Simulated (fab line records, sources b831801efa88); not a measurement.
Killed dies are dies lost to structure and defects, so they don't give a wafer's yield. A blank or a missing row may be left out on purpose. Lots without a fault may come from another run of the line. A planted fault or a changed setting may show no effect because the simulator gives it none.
Problem report in the 8D (eight disciplines) form, filled by code | flow gf180mcu | the parts of the form that need people (team, actions taken, sign-off) are left out

1. THE PROBLEM
strip_time_to_endpoint_s at GF_M4_STRIP_17 reads a mean of 5.24 s on 2 wafers of 2 lots; wafers without a fault read 7.38 s with a standard deviation of 0.044. That is -49 standard deviations from the usual mean.
The step: strips in O2/N2.
First seen on wafer L325.1, day 27 08:56, on plasma_asher-03. The record holds 34 wafers of 12 lots with a number at this step. Rule for "out", or "out of limits": more than 4 standard deviations from the usual mean. The other wafers with a number count as sound.

2. WHAT IT IS AND WHAT IT IS NOT
question                    | is                                       | is not
which readings at this step | strip_time_to_endpoint_s, oes_product_au | drypump_motor_current_A, heater_power_w
which lots                  | L325, L326                               | L316, L319, L321, L322, L327, L331, L333, L335, L336, L337
which wafers of those lots  | L325.1, L326.1                           | L325.5, L326.6
read on which tools         | plasma_asher-03, plasma_asher-04         | plasma_asher-02
when                        | from day 27 08:56                        | up to then (13 sound wafers); but 19 sound wafers of L326, L327, L331, L333, L335, L336, L337 came after

3. SUSPECTS, AND WHAT RULES EACH OUT
Counting: a tool at a process step up to the reading stays a suspect if it ran every lot that is out. Sound lots after the first of them don't rule it out here, since some wafers of a struck lot are sound.
- rie_metal-02 at GF_M4_METAL_ETCH_16 (etches the open film in Cl2/BCl3, stops on SiO2, target depth 750.8 nm, time 125.1 s): kept. It ran every lot that is out, first L325 (day 27 08:48); its last sound lot up to then is L322 (day 26 06:06).
Left after counting: rie_metal-02 at GF_M4_METAL_ETCH_16.

4. THE CAUSE (what the simulator had put in)
Process parameter drift: rie_metal-02, from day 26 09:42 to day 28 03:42, at GF_M4_METAL_ETCH_16. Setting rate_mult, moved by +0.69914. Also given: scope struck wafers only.
Counting left only this tool.

5. THE CHAIN OF EFFECTS, in route order
Each row: a reading whose mean over the struck wafers that have a number lies more than 3 standard deviations from the usual. Only readings for which the record gives a usual standard deviation are gone through. hours: the time from each lot's start at the first step in this table that gives one to its start at this step, as a median over the lots. sigmas: the change in usual standard deviations.
hours | step           | reading                  | usual      | on struck wafers | change | sigmas
0     | GF_M4_STRIP_17 | oes_product_au           | 0.538 a.u. | 0.452            | -0.087 | -20
0     | GF_M4_STRIP_17 | strip_time_to_endpoint_s | 7.38 s     | 5.24             | -2.14  | -49
The process steps in it:
- GF_M4_STRIP_17: strips in O2/N2.
Later measuring or inspecting steps at which every struck wafer that the step has a row for has a number for every such reading, and none has moved that far: GF_V4_OVL_MEAS_15.

6. WHAT WOULD HAVE CAUGHT IT SOONER
In this record the first reading out of limits was taken at day 27 08:56, 23 hours after the fault began at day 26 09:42.
Of the tool readings at GF_M4_METAL_ETCH_16 for which the record gives a usual standard deviation, none was out on any struck wafer, so an alarm limit of 4 standard deviations on them would not have fired.
Of the lots that are out (2), L326 began GF_M4_METAL_ETCH_16 on rie_metal-02 after day 27 08:56. A hold on the tool at that time would have spared it.
